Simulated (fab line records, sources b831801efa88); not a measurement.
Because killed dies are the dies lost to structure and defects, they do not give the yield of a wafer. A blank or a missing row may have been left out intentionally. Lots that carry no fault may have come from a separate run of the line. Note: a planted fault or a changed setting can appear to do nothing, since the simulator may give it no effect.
fab line records -- flow sky130
record: lots: 6, wafers: 18, last-day: 50
route steps=708 shown RES_XHIGH@339 SD_N@342 SD_P@359 PAD_OPEN@708
lots untouched by any fault: they come from a run of this same line in which no faults occurred
start-h: start of the lot's first displayed wafer, in hours after the record's first day -- wait-h: hours elapsed since this lot's preceding step -- " repeats the value in the row above -- L1.1+2: one row covering several wafers at once -- - either no value or no given start -- * or withheld: withheld -- < > ~ a bound
route shown NAME@n: names a module that has steps shown in the file, with the first one's number in the route -- usual: mean and standard deviation over wafers with no fault -- same: alike in all rows -- chamber/n: place in a boat -- sites: readings site by site -- _std_site: how widely they spread, as a standard deviation -- _edge_site: the outer-site mean with the inner-site mean subtracted -- radius-mm: for every site, how far away it sits from the centre of the wafer -- mask NAME#n: copy n -- behind: tool/chamber where the wafer was last shaped -- hold: what put the lot on hold/how long, in hours/how the hold closed -- device: whichever transistor did not switch (one of n, p or np) -- end of line: tests run on the same wafers once the route is complete -- where a step has no rows: the recipe by itself -- killed: not the wafer's yield, but the dies lost to structure and defects at the first sort -- map: a wafer's dies, marking killed ones x, the rest . and places with no die _
set.NAME: setting as actually run; set.NAME@STEP: the setting as run at that earlier step -- model.NAME: the simulator's own value behind a step, which no gauge read
lots at some steps of the route; a table a step, a row a wafer
services: the hour from which a tool's chamber was out of use, counted from the record's first day as start-h (under 0 if before that day), plus the number of hours and why
== steps ==
step: SKY_RES_XHIGH_IMPLANT_07
recipe: species: BF2, energy-kev: 19.8, dose-cm2: 3.6e+14, tilt-deg: 0
step: SKY_RES_XHIGH_STRIP_08
recipe: chemistry: O2/N2, power-w: 1400, pressure-mtorr: 1500, platen-temp-c: withheld, o2-flow-sccm: 3000, n2-flow-sccm: 300, overash-fraction: 0.5
usual: drypump-motor-current-A: 5.8/0.58, oes-product-au: 0.711/0.0045, strip-time-to-endpoint-s: 14.28/0.035
lot.wafer,tool,chamber,start-h,wait-h,drypump-motor-current-A,oes-product-au,rf-hours-counter-h,strip-time-to-endpoint-s
L403.2,plasma-asher-01,1,622.03,0.1,5.4,0.712,92,14.31
L403.4,plasma-asher-01,0,622.03,0.1,6.4,0.714,-,14.27
L403.6,plasma-asher-01,1,622.03,0.1,5.4,0.705,-,14.31
L413.3,plasma-asher-02,1,699.81,0.1,5.6,0.708,-,14.26
L413.5,plasma-asher-02,1,699.81,0.1,5.6,0.715,-,14.25
L413.6,plasma-asher-02,0,699.81,0.1,5.0,0.711,-,14.24
L416.2,plasma-asher-01,0,718.61,0.1,6.3,0.718,101,14.34
L416.4,plasma-asher-01,0,718.61,0.1,6.3,0.717,-,14.31
L416.5,plasma-asher-01,0,718.61,0.1,6.4,0.716,-,14.30
L417.2,plasma-asher-04,1,727.87,0.1,6.6,0.717,28,14.26
L417.3,plasma-asher-04,1,727.87,0.1,6.6,0.707,-,14.22
L417.5,plasma-asher-04,1,727.87,0.1,6.6,0.708,-,14.20
L419.2,plasma-asher-01,0,745.37,0.1,6.3,0.713,0,14.29
L419.3,plasma-asher-01,1,745.37,0.1,5.4,0.709,-,14.21
L419.4,plasma-asher-01,0,745.37,0.1,6.3,0.718,-,14.24
L424.1,plasma-asher-02,1,782.73,0.1,5.5,0.713,99,14.27
L424.4,plasma-asher-02,0,782.73,0.1,5.0,0.703,-,14.32
L424.6,plasma-asher-02,0,782.73,0.1,5.0,0.717,-,14.28
step: SKY_RES_XHIGH_TW_MEAS_09
usual: RES_XHIGH_TW: 1639/8.2
lot.wafer,tool,chamber,start-h,wait-h,RES_XHIGH_TW
L403.2,film-metro-02,-,622.14,0.1,1637
L403.4,film-metro-02,-,622.14,0.1,1622
L403.6,film-metro-02,-,622.14,0.1,1631
L413.3,film-metro-03,-,699.90,0.1,1639
L413.5,film-metro-03,-,699.90,0.1,1636
L413.6,film-metro-03,-,699.90,0.1,1642
L416.2,film-metro-03,-,718.72,0.1,1634
L416.4,film-metro-03,-,718.72,0.1,1637
L416.5,film-metro-03,-,718.72,0.1,1630
L417.2,film-metro-01,-,727.98,0.1,1637
L417.3,film-metro-01,-,727.98,0.1,1640
L417.5,film-metro-01,-,727.98,0.1,1644
L419.2,film-metro-01,-,745.48,0.1,1652
L419.3,film-metro-01,-,745.48,0.1,1643
L419.4,film-metro-01,-,745.48,0.1,1647
L424.1,film-metro-03,-,782.83,0.1,1622
L424.4,film-metro-03,-,782.83,0.1,1628
L424.6,film-metro-03,-,782.83,0.1,1629
step: SKY_SD_N_DEHYDRATE_00
recipe: temp-c: 200, time-s: 60
step: SKY_SD_N_HMDS_01
recipe: prime-time-s: 60, prime-temp-c: 120
step: SKY_SD_N_COAT_02
recipe: resist: NOVOLAK, spin-rpm: 3000, resist-thk-nm: 1140
step: SKY_SD_N_SOFTBAKE_03
recipe: temp-c: 91.03, time-s: 60, resist: NOVOLAK
step: SKY_SD_N_EXPOSE_04
recipe: mask-id: NSDM, na: 0.6, source-shape: conventional, sigma-outer: 0.6, polarization: unpolarized, target-cd-nm: 380, dose-mj: 141
step: SKY_SD_N_PEB_05
recipe: temp-c: withheld, time-s: *, resist: NOVOLAK
step: SKY_SD_N_DEVELOP_06
recipe: resist: NOVOLAK, developer: TMAH, develop-time-s: 60, dev-temp-c: 23
step: SKY_SD_N_CD_MEAS_07
recipe: target-cd-nm: 380
usual: cd-nm: 379.9/2.1
lot.wafer,tool,chamber,start-h,wait-h,cd-nm
L403.2,cd-sem-01,-,650.90,0.1,377.5
L403.4,cd-sem-01,-,650.90,0.1,377.6
L403.6,cd-sem-01,-,650.90,0.1,375.8
L413.3,cd-sem-02,-,727.53,0.2,379.8
L413.5,cd-sem-02,-,727.53,0.2,380.8
L413.6,cd-sem-02,-,727.53,0.2,378.1
L416.2,cd-sem-02,-,745.54,0.1,378.5
L416.4,cd-sem-02,-,745.54,0.1,378.4
L416.5,cd-sem-02,-,745.54,0.1,379.6
L417.2,cd-sem-01,-,755.52,0.1,376.8
L417.3,cd-sem-01,-,755.52,0.1,377.1
L417.5,cd-sem-01,-,755.52,0.1,377.5
L419.2,cd-sem-02,-,771.59,0.1,384.0
L419.3,cd-sem-02,-,771.59,0.1,383.1
L419.4,cd-sem-02,-,771.59,0.1,381.5
L424.1,cd-sem-02,-,810.02,0.1,382.3
L424.4,cd-sem-02,-,810.02,0.1,381.2
L424.6,cd-sem-02,-,810.02,0.1,378.7
step: SKY_SD_N_OVL_MEAS_08
usual: SD_N_OVL: 0.3/1.5
lot.wafer,tool,chamber,start-h,wait-h,SD_N_OVL[nm]
L403.2,overlay-01,-,651.00,0.1,2.3
L403.4,overlay-01,-,651.00,0.1,1.8
L403.6,overlay-01,-,651.00,0.1,0.2
L413.3,overlay-02,-,727.62,0.1,-1.1
L413.5,overlay-02,-,727.62,0.1,-2.6
L413.6,overlay-02,-,727.62,0.1,-3.3
L416.2,overlay-02,-,745.65,0.1,-1.5
L416.4,overlay-02,-,745.65,0.1,-1.2
L416.5,overlay-02,-,745.65,0.1,0.5
L417.2,overlay-01,-,755.63,0.1,-0.3
L417.3,overlay-01,-,755.63,0.1,1.0
L417.5,overlay-01,-,755.63,0.1,-0.3
L419.2,overlay-01,-,771.70,0.1,0.6
L419.3,overlay-01,-,771.70,0.1,0.8
L419.4,overlay-01,-,771.70,0.1,-0.1
L424.1,overlay-01,-,810.14,0.1,1.6
L424.4,overlay-01,-,810.14,0.1,1.6
L424.6,overlay-01,-,810.14,0.1,-0.5
step: SKY_SD_N_IMPLANT_09
recipe: species: As, energy-kev: 50, dose-cm2: 4e+15, tilt-deg: 0
usual: beam-energy-keV: 50.000/0.017
lot.wafer,tool,chamber,start-h,wait-h,beam-energy-keV,model.implant.rp-nm,model.implant.drp-nm
L403.2,implanter-04,0,651.06,0.0,49.982,30.46,14.11
L403.4,implanter-04,0,651.06,0.0,49.985,30.46,14.11
L403.6,implanter-04,0,651.06,0.0,49.971,30.46,14.11
L413.3,implanter-04,0,727.70,0.1,68.325,41.72,17.9
L413.5,implanter-04,0,727.70,0.1,68.324,41.72,17.9
L413.6,implanter-04,0,727.70,0.1,68.318,41.72,17.9
L416.2,implanter-04,0,745.70,0.0,68.332,41.48,17.9
L416.4,implanter-04,0,745.70,0.0,68.327,41.48,17.9
L416.5,implanter-04,0,745.70,0.0,68.320,41.48,17.9
L417.2,implanter-03,0,755.69,0.0,50.005,32.13,14.11
L417.3,implanter-03,0,755.69,0.0,50.028,32.13,14.11
L417.5,implanter-03,0,755.69,0.0,50.031,32.13,14.11
L419.2,implanter-01,0,771.75,0.0,49.998,32.86,14.11
L419.3,implanter-01,0,771.75,0.0,49.977,32.86,14.11
L419.4,implanter-01,0,771.75,0.0,49.996,32.86,14.11
L424.1,implanter-04,0,810.18,0.0,50.021,31.93,14.11
L424.4,implanter-04,0,810.18,0.0,50.008,31.93,14.11
L424.6,implanter-04,0,810.18,0.0,50.018,31.93,14.11
step: SKY_SD_N_IMPLANT_10
recipe: species: P, energy-kev: 20, dose-cm2: 1e+14, tilt-deg: 0
step: SKY_SD_N_STRIP_11
recipe: chemistry: O2/N2, power-w: 1400, pressure-mtorr: 1500, platen-temp-c: withheld, o2-flow-sccm: 3000, n2-flow-sccm: 300, overash-fraction: 0.5
usual: drypump-motor-current-A: 6.0/0.49, oes-product-au: 0.528/0.0043, strip-time-to-endpoint-s: 22.50/0.03
lot.wafer,tool,chamber,start-h,wait-h,drypump-motor-current-A,oes-product-au,rf-hours-counter-h,strip-time-to-endpoint-s
L403.2,plasma-asher-03,0,651.33,0.1,6.0,0.531,54,22.50
L403.4,plasma-asher-03,0,651.33,0.1,6.1,0.529,-,22.52
L403.6,plasma-asher-03,1,651.33,0.1,6.2,0.531,-,22.55
L413.3,plasma-asher-02,1,727.98,0.1,5.6,0.495,-,25.33
L413.5,plasma-asher-02,1,727.98,0.1,5.6,0.504,-,25.30
L413.6,plasma-asher-02,0,727.98,0.1,5.0,0.493,-,25.30
L416.2,plasma-asher-03,0,745.98,0.1,6.1,0.499,63,25.28
L416.4,plasma-asher-03,1,745.98,0.1,6.2,0.498,-,25.28
L416.5,plasma-asher-03,1,745.98,0.1,6.2,0.492,-,25.31
L417.2,plasma-asher-03,0,755.96,0.1,6.0,0.527,64,22.50
L417.3,plasma-asher-03,0,755.96,0.1,6.0,0.530,-,22.51
L417.5,plasma-asher-03,1,755.96,0.1,6.2,0.520,-,22.52
L419.2,plasma-asher-03,1,772.03,0.1,6.2,0.518,66,22.49
L419.3,plasma-asher-03,1,772.03,0.1,6.2,0.529,-,22.51
L419.4,plasma-asher-03,0,772.03,0.1,6.0,0.524,-,22.45
L424.1,plasma-asher-04,0,810.48,0.1,6.4,0.525,36,22.51
L424.4,plasma-asher-04,1,810.48,0.1,6.6,0.539,-,22.46
L424.6,plasma-asher-04,0,810.48,0.1,6.4,0.528,-,22.50
step: SKY_SD_N_TW_MEAS_12
usual: SD_N_TW: 3992/18
lot.wafer,tool,chamber,start-h,wait-h,SD_N_TW
L403.2,film-metro-02,-,651.44,0.1,3976
L403.4,film-metro-02,-,651.44,0.1,3987
L403.6,film-metro-02,-,651.44,0.1,4005
L413.3,film-metro-03,-,728.07,0.1,4336
L413.5,film-metro-03,-,728.07,0.1,4323
L413.6,film-metro-03,-,728.07,0.1,4332
L416.2,film-metro-01,-,746.09,0.1,4331
L416.4,film-metro-01,-,746.09,0.1,4324
L416.5,film-metro-01,-,746.09,0.1,4308
L417.2,film-metro-01,-,756.07,0.1,3994
L417.3,film-metro-01,-,756.07,0.1,4002
L417.5,film-metro-01,-,756.07,0.1,4022
L419.2,film-metro-02,-,772.14,0.1,3967
L419.3,film-metro-02,-,772.14,0.1,3994
L419.4,film-metro-02,-,772.14,0.1,3978
L424.1,film-metro-03,-,810.58,0.1,3979
L424.4,film-metro-03,-,810.58,0.1,3983
L424.6,film-metro-03,-,810.58,0.1,3987
step: SKY_SD_N_CLEAN_13
recipe: chemistry: SC1/SC2, mix: 1:4:20, temp-c: 70, time-s: 150, dry: n2-spin
step: SKY_SD_N_RTA_14
recipe: temp-c: 1075, time-s: 2, idle-temp-c: 650, ramp-up-c-per-s: 150, ramp-down-c-per-s: 90, ambient: N2
usual: anneal-temp-c-max: 1080.8/1.3, lamp-power-pct: 15.73/0.056, ramp-up-c-per-s: 150.00/0.027, wafer_temp_C_max: 1078.0/1.4
lot.wafer,tool,chamber,start-h,wait-h,anneal-temp-c-max,lamp-power-pct,ramp-up-c-per-s,wafer_temp_C_max
L403.2,rtp-anneal-02,0,651.55,0.0,1080.1,15.87,150.03,1075.8
L403.4,rtp-anneal-02,0,651.55,0.0,1081.0,15.77,149.96,1078.9
L403.6,rtp-anneal-02,0,651.55,0.0,1080.3,15.68,149.99,1080.2
L413.3,rtp-anneal-01,0,728.17,0.0,1083.0,15.73,150.04,1076.1
L413.5,rtp-anneal-01,0,728.17,0.0,1080.8,15.74,150.02,1076.5
L413.6,rtp-anneal-01,0,728.17,0.0,1080.8,15.67,150.00,1081.0
L416.2,rtp-anneal-02,0,746.20,0.0,1078.8,15.75,150.01,1078.1
L416.4,rtp-anneal-02,0,746.20,0.0,1080.0,15.73,150.00,1077.5
L416.5,rtp-anneal-02,0,746.20,0.0,1081.1,15.68,150.05,1077.5
L417.2,rtp-anneal-01,0,756.18,0.0,1080.5,15.81,149.98,1077.7
L417.3,rtp-anneal-01,0,756.18,0.0,1081.3,15.74,150.06,1078.7
L417.5,rtp-anneal-01,0,756.18,0.0,1079.9,15.81,149.99,1077.7
L419.2,rtp-anneal-01,0,772.25,0.0,1080.2,15.74,150.03,1077.8
L419.3,rtp-anneal-01,0,772.25,0.0,1080.3,15.71,150.02,1077.9
L419.4,rtp-anneal-01,0,772.25,0.0,1080.8,15.71,150.04,1077.1
L424.1,rtp-anneal-02,0,810.69,0.0,1079.5,15.73,149.95,1077.4
L424.4,rtp-anneal-02,0,810.69,0.0,1080.7,15.61,149.99,1078.9
L424.6,rtp-anneal-02,0,810.69,0.0,1080.4,15.76,150.04,1077.6
step: SKY_SD_N_RS_MEAS_16
recipe: thk-meas-gauge: four-point-probe
usual: SD_N_RS: 68.56/0.13
lot.wafer,tool,chamber,start-h,wait-h,SD_N_RS[ohm/sq]
L403.2,film-metro-01,-,651.74,0.1,68.67
L403.4,film-metro-01,-,651.74,0.1,68.71
L403.6,film-metro-01,-,651.74,0.1,68.63
L413.3,film-metro-01,-,728.37,0.1,57.90
L413.5,film-metro-01,-,728.37,0.1,57.93
L413.6,film-metro-01,-,728.37,0.1,57.88
L416.2,film-metro-02,-,746.38,0.1,57.87
L416.4,film-metro-02,-,746.38,0.1,57.87
L416.5,film-metro-02,-,746.38,0.1,57.73
L417.2,film-metro-01,-,756.37,0.1,68.59
L417.3,film-metro-01,-,756.37,0.1,68.44
L417.5,film-metro-01,-,756.37,0.1,68.47
L419.2,film-metro-01,-,772.43,0.1,68.46
L419.3,film-metro-01,-,772.43,0.1,68.73
L419.4,film-metro-01,-,772.43,0.1,68.73
L424.1,film-metro-03,-,810.86,0.1,68.74
L424.4,film-metro-03,-,810.86,0.1,68.58
L424.6,film-metro-03,-,810.86,0.1,68.62
step: SKY_SD_N_RS_MEAS_17
recipe: thk-meas-gauge: four-point-probe
usual: SD_P_RS: 147.1/0.36
lot.wafer,tool,chamber,start-h,wait-h,SD_P_RS[ohm/sq]
L403.2,film-metro-01,-,651.86,0.1,147.1
L403.4,film-metro-01,-,651.86,0.1,147.5
L403.6,film-metro-01,-,651.86,0.1,147.1
L413.3,film-metro-01,-,728.49,0.1,147.5
L413.5,film-metro-01,-,728.49,0.1,147.2
L413.6,film-metro-01,-,728.49,0.1,147.2
L416.2,film-metro-02,-,746.50,0.1,146.5
L416.4,film-metro-02,-,746.50,0.1,146.7
L416.5,film-metro-02,-,746.50,0.1,147.1
L417.2,film-metro-01,-,756.49,0.1,146.9
L417.3,film-metro-01,-,756.49,0.1,146.9
L417.5,film-metro-01,-,756.49,0.1,146.9
L419.2,film-metro-01,-,772.55,0.1,146.6
L419.3,film-metro-01,-,772.55,0.1,146.8
L419.4,film-metro-01,-,772.55,0.1,147.1
L424.1,film-metro-03,-,810.98,0.1,147.3
L424.4,film-metro-03,-,810.98,0.1,146.9
L424.6,film-metro-03,-,810.98,0.1,147.1
step: SKY_PAD_OPEN_PROBE_99
usual: killed_at_M0_to_M3: 43/7.2, killed_at_M4_up: 3.3/2, killed-at-contacts: 25/5.8, killed-at-front-end: 15/4.5, killed-at-other: 0.3/0.62, killed-dies: 86/9.4, killed-open: 47/7.1, killed-short: 39/6
same: gross-dies: 492, killed-at-back-side: 0
lot.wafer,tool,chamber,start-h,wait-h,killed_at_M0_to_M3,killed_at_M4_up,killed-at-contacts,killed-at-front-end,killed-at-other,killed-dies,killed-open,killed-short,model.etest.res-ndiff.line-ohm-um,model.etest.sonos-uncharged.r-on-ohm-um,model.etest.nfet_01v8_lvt.drive-ua-um,model.etest.res-ndiff.rs-ohm-sq,model.etest.res-ndiff-hv.rs-ohm-sq,model.etest.sonos-programmed.off-log10-a-um,model.etest.nfet_01v8_lvt.vt-sat-v,model.etest.nfet_01v8.vt-sat-v
L403.2,prober-01,-,1081.04,0.1,42,1,28,15,0,86,50,36,795.3,814.7,543.1,123.6,118.4,-14,0.5356,0.6524
L403.4,prober-01,-,1081.14,0.2,47,3,33,15,0,98,57,41,782.1,818.7,529.1,123.9,117.3,-13.97,0.5497,0.6653
L403.6,prober-01,-,1081.24,0.2,49,3,17,18,0,87,44,43,784.8,816.3,533.9,122.8,116.7,-13.9,0.5483,0.6673
L413.3,prober-01,-,1138.54,0.2,51,4,23,17,0,95,54,41,668.6,785.3,570.3,102.5,97.8,-13.74,0.5095,0.6419
L413.5,prober-01,-,1138.64,0.2,55,2,16,14,0,87,48,39,658.3,774.6,572.9,102.7,96.86,-13.2,0.5098,0.6417
L413.6,prober-01,-,1138.69,0.2,46,2,26,20,0,94,50,44,662.4,779.5,553.5,103.2,97.36,-13.77,0.5216,0.6477
L416.2,prober-02,-,1147.71,0.1,48,4,32,8,2,94,48,46,639.6,779.3,541.2,102.9,97.19,-13.1,0.5308,0.6611
L416.4,prober-02,-,1147.81,0.2,51,4,28,14,0,97,49,48,646.6,779.5,550.8,103,97.37,-13.63,0.529,0.6565
L416.5,prober-02,-,1147.86,0.2,60,2,28,12,0,102,55,47,646.5,796.4,539.5,102.4,96.74,-13.45,0.5353,0.6688
L417.2,prober-01,-,1155.62,0.1,37,7,27,15,0,86,45,41,751.6,805.1,530.6,119.5,114.1,-13.89,0.5527,0.668
L417.3,prober-01,-,1155.67,0.2,45,5,27,7,0,84,47,37,741.7,799,528.3,119.5,112.7,-13.89,0.5609,0.6742
L417.5,prober-01,-,1155.77,0.2,43,3,26,22,1,95,46,49,738.3,812.4,511.6,120.4,114.3,-13.9,0.5648,0.683
L419.2,prober-01,-,1165.09,0.1,55,0,19,13,0,87,52,35,771,804.5,533.2,118.8,112.8,-13.98,0.556,0.6709
L419.3,prober-01,-,1165.14,0.2,47,5,22,13,0,87,48,39,761.7,802.2,517,119.1,113.1,-13.93,0.5612,0.6764
L419.4,prober-01,-,1165.19,0.2,38,1,26,6,0,71,40,30,767.4,810.7,543.5,118.8,112.7,-13.95,0.5506,0.6644
L424.1,prober-02,-,1189.89,0.1,62,2,32,14,0,110,63,46,777.6,794.8,556.3,120.6,114.5,-13.92,0.5305,0.6561
L424.4,prober-02,-,1190.04,0.2,48,6,32,10,2,98,55,42,773.4,811.1,564.8,120.3,114.6,-13.99,0.5282,0.6517
L424.6,prober-02,-,1190.14,0.2,53,4,28,18,0,103,65,38,785.7,820.8,546.9,121.2,115.2,-14.08,0.5403,0.6541
killed by level:class
L403.2 VIA1:geometric-particle:open=11 CONTACT:geometric-particle:open=9 LI_CONTACT:geometric-particle:open=7 VIA2:geometric-particle:open=7 VIA3:geometric-particle:open=6 LOCAL_INTERCONNECT:geometric-particle:short=5 CONTACT:geometric-particle:short=5 METAL3:geometric-particle:short=4
L403.4 VIA1:geometric-particle:open=11 VIA3:geometric-particle:open=11 LI_CONTACT:geometric-particle:open=10 FIELD_ISO:geometric-particle:short=6 LOCAL_INTERCONNECT:geometric-particle:short=6 CONTACT:geometric-particle:open=6 METAL1:geometric-particle:short=5 VIA2:geometric-particle:open=5
L403.6 VIA1:geometric-particle:open=12 VIA3:geometric-particle:open=7 METAL1:geometric-particle:short=6 FIELD_ISO:geometric-particle:short=5 LI_CONTACT:geometric-particle:open=5 METAL3:geometric-particle:short=5 FIELD_ISO:geometric-particle:open=4 POLY_GATE:geometric-particle:short=4
L413.3 VIA1:geometric-particle:open=12 CONTACT:geometric-particle:open=11 VIA2:geometric-particle:open=10 VIA3:geometric-particle:open=7 METAL1:geometric-particle:short=6 FIELD_ISO:geometric-particle:short=5 LOCAL_INTERCONNECT:geometric-particle:short=5 VIA3:geometric-particle:short=5
L413.5 VIA2:geometric-particle:open=11 VIA1:geometric-particle:open=11 VIA3:geometric-particle:open=11 METAL2:geometric-particle:short=8 CONTACT:geometric-particle:open=7 METAL1:geometric-particle:short=7 FIELD_ISO:geometric-particle:open=6 CONTACT:geometric-particle:short=4
L413.6 VIA1:geometric-particle:open=13 CONTACT:geometric-particle:short=9 CONTACT:geometric-particle:open=9 VIA2:geometric-particle:open=7 FIELD_ISO:geometric-particle:open=6 VIA1:geometric-particle:short=6 VIA2:geometric-particle:short=6 METAL2:geometric-particle:short=5
L416.2 CONTACT:geometric-particle:open=12 VIA1:geometric-particle:open=12 VIA1:geometric-particle:short=10 LI_CONTACT:geometric-particle:open=9 METAL2:geometric-particle:short=9 LI_CONTACT:geometric-particle:short=5 POLY_GATE:geometric-particle:short=4 LOCAL_INTERCONNECT:geometric-particle:short=4
L416.4 VIA1:geometric-particle:open=13 CONTACT:geometric-particle:open=9 LI_CONTACT:geometric-particle:open=8 METAL2:geometric-particle:short=7 VIA2:geometric-particle:short=6 LOCAL_INTERCONNECT:geometric-particle:short=6 VIA2:geometric-particle:open=6 METAL1:geometric-particle:short=5
L416.5 VIA3:geometric-particle:open=11 VIA1:geometric-particle:open=11 METAL2:geometric-particle:short=11 CONTACT:geometric-particle:open=8 VIA2:geometric-particle:open=8 LI_CONTACT:geometric-particle:open=7 METAL1:geometric-particle:short=7 POLY_GATE:geometric-particle:short=6
L417.2 VIA1:geometric-particle:open=12 CONTACT:geometric-particle:short=9 CONTACT:geometric-particle:open=8 LOCAL_INTERCONNECT:geometric-particle:short=5 METAL1:geometric-particle:short=5 VIA1:geometric-particle:short=5 FIELD_ISO:geometric-particle:short=4 VIA2:geometric-particle:open=4
L417.3 VIA1:geometric-particle:open=9 LI_CONTACT:geometric-particle:open=9 LOCAL_INTERCONNECT:geometric-particle:short=8 METAL2:geometric-particle:short=7 VIA3:geometric-particle:open=6 CONTACT:geometric-particle:open=5 METAL1:geometric-particle:short=5 VIA2:geometric-particle:open=5
L417.5 VIA3:geometric-particle:open=9 VIA1:geometric-particle:open=8 LOCAL_INTERCONNECT:geometric-particle:open=7 LOCAL_INTERCONNECT:geometric-particle:short=7 FIELD_ISO:geometric-particle:short=5 POLY_GATE:geometric-particle:open=5 CONTACT:geometric-particle:short=5 METAL1:geometric-particle:short=5
L419.2 VIA1:geometric-particle:open=17 VIA3:geometric-particle:open=8 CONTACT:geometric-particle:open=6 VIA1:geometric-particle:short=6 METAL1:geometric-particle:short=6 VIA2:geometric-particle:open=5 METAL2:geometric-particle:open=4 LI_CONTACT:geometric-particle:open=4
L419.3 CONTACT:geometric-particle:open=11 VIA1:geometric-particle:open=10 VIA2:geometric-particle:open=7 METAL1:geometric-particle:short=6 LI_CONTACT:geometric-particle:open=5 VIA3:geometric-particle:short=5 METAL4:geometric-particle:short=5 FIELD_ISO:geometric-particle:short=4
L419.4 CONTACT:geometric-particle:open=12 VIA3:geometric-particle:open=9 METAL2:geometric-particle:short=7 VIA1:geometric-particle:open=6 LI_CONTACT:geometric-particle:open=5 METAL1:geometric-particle:short=5 VIA1:geometric-particle:short=4 LOCAL_INTERCONNECT:geometric-particle:short=3
L424.1 VIA1:geometric-particle:open=15 VIA3:geometric-particle:open=13 CONTACT:geometric-particle:open=12 METAL1:geometric-particle:short=8 LI_CONTACT:geometric-particle:open=8 VIA1:geometric-particle:short=7 FIELD_ISO:geometric-particle:short=6 LOCAL_INTERCONNECT:geometric-particle:short=5
L424.4 VIA1:geometric-particle:open=15 LI_CONTACT:geometric-particle:open=10 CONTACT:geometric-particle:open=8 VIA1:geometric-particle:short=8 CONTACT:geometric-particle:short=5 VIA3:geometric-particle:open=5 VIA2:geometric-particle:open=5 METAL4:geometric-particle:short=5
L424.6 VIA1:geometric-particle:open=18 CONTACT:geometric-particle:open=10 VIA3:geometric-particle:open=10 VIA2:geometric-particle:open=8 CONTACT:geometric-particle:short=7 POLY_GATE:geometric-particle:short=6 FIELD_ISO:geometric-particle:open=5 POLY_GATE:geometric-particle:open=4
== services ==
tool,chamber,start-h,hours,kind
implanter-03,-,605.10,2.0,repair
plasma-asher-04,-,610.32,3.8,repair
plasma-asher-02,-,630.72,2.8,pm
implanter-03,-,650.40,3.2,pm
implanter-01,-,652.97,6.1,pm
implanter-01,-,659.04,28.9,pm
implanter-03,-,688.23,1.2,repair
plasma-asher-02,-,691.22,5.7,repair
plasma-asher-04,-,718.23,3.0,repair
implanter-04,-,722.04,5.5,repair
plasma-asher-01,-,733.75,9.0,pm
plasma-asher-01,0,733.75,9.0,vent-cycle
plasma-asher-01,1,733.75,9.0,vent-cycle
plasma-asher-01,0,742.75,-,clean
plasma-asher-01,1,742.75,-,clean
plasma-asher-01,-,761.12,1.5,repair
== key ==
first-sign: step: SKY_SD_N_IMPLANT_09, reading: beam-energy-keV, direction: up, sigmas: 99+, usual: *, struck: *
effect: step: SKY_SD_N_STRIP_11, reading: strip-time-to-endpoint-s, direction: up, sigmas: 93, usual: *, struck: *
effect: step: SKY_SD_N_TW_MEAS_12, reading: SD_N_TW, direction: up, sigmas: 19, usual: 3992, struck: 4326
effect: step: SKY_SD_N_RS_MEAS_16, reading: SD_N_RS, direction: down, sigmas: 81, usual: 68.56, struck: 57.86
model-effect: step: SKY_SD_N_IMPLANT_09, value: implant.rp-nm, without: 32.1, struck: 41.6
model-effect: step: SKY_PAD_OPEN_PROBE_99, value: etest.res-ndiff.line-ohm-um, without: 761.2, struck: 653.7
met-at SKY_SD_N_IMPLANT_09
struck-wafers L413.3,L413.5,L413.6,L416.2,L416.4,L416.5
tester-left-out L413,L416
onset-between 651.06 727.70
fault: kind: process-parameter-drift, tool: implanter-04, chamber: -, onset-h: 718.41, steps: SKY_SD_N_IMPLANT_09, channel: energy-kev, offset: *, shape: step, end-h: 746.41, acts-in: *, stated: *
tester-left-out: of these lots the tester's yield and bins aren't shown, on N5 and GAA mostly nor the transistor test; their killed dies are dies lost to structure and defects alone, not to doping, threshold or leakage, so they don't give the yield
